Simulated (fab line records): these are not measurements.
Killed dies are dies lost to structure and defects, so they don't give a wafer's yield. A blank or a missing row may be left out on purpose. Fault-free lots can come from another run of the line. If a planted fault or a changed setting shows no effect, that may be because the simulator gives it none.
Matching of chambers -- flow gf180mcu -- GF_V3_CVD_00 on hdpcvd-02: 3 sister chambers
The step deposits SiO2, target thk 600 nm, time 100 s. 18 wafers are shown with their chamber, then 9 later ones without.

## WAFERS WITH THEIR CHAMBER
wafer,chamber,run length s (s),pressure mtorr (mTorr)
L984.1,0,128.3,6.002
L984.2,2,127.9,5.990
L984.3,1,127.8,6.009
L987.1,0,127.8,5.990
L987.3,1,128.0,6.011
L987.6,1,127.4,6.000
L990.1,2,127.8,6.008
L990.4,2,128.5,5.998
L990.6,0,128.7,6.015
L991.2,1,127.4,6.000
L991.3,2,127.7,5.986
L991.6,0,128.0,6.005
L989.1,0,128.5,5.993
L989.2,2,128.5,5.975
L989.6,2,127.7,6.001
L104.1,2,128.1,6.015
L104.2,1,127.7,6.018
L104.4,0,128.5,6.016

SIGNATURES (means of the wafers above)
reading,chamber 0,chamber 1,chamber 2,scatter within a chamber
run length s,128.300,127.660,128.029,0.325
pressure mtorr,6.00350,6.00760,5.99614,0.0114
Rule: distance of a wafer from a chamber = root of the sum over the readings of ((wafer's reading minus chamber's mean) / reading's scatter) squared. If the next closest chamber is less than 2 further off than the closest, the wafer can't be placed; otherwise it belongs to the closest. The scatter: take each reading less its chamber's mean, square it, sum over the shown wafers, divide by the number of wafers less the number of chambers, and take the root.

## WAFERS WITHOUT THEIR CHAMBER
wafer,run length s (s),pressure mtorr (mTorr)
L106.1,128.3,5.988
L106.3,128.1,5.999
L106.4,127.6,6.016
L107.1,127.6,6.026
L107.3,127.5,6.018
L107.6,127.7,5.998
L101.1,128.3,5.989
L101.4,127.6,6.003
L101.6,127.8,5.999

## EACH ONE'S CHAMBER
wafer,from the rows above,in truth
L106.1,can't be placed: 2 or 0 or 1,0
L106.3,can't be placed: 2 or 0 or 1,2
L106.4,can't be placed: 1 or 2 or 0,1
L107.1,can't be placed: 1 or 0 or 2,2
L107.3,can't be placed: 1 or 2 or 0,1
L107.6,can't be placed: 1 or 2 or 0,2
L101.1,can't be placed: 2 or 0 or 1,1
L101.4,can't be placed: 1 or 2 or 0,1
L101.6,can't be placed: 2 or 1 or 0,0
Placed correctly: 0 of 9. Can't be placed from these rows: 9 (the true chamber is among the candidates in 9). Wrongly placed: 0.
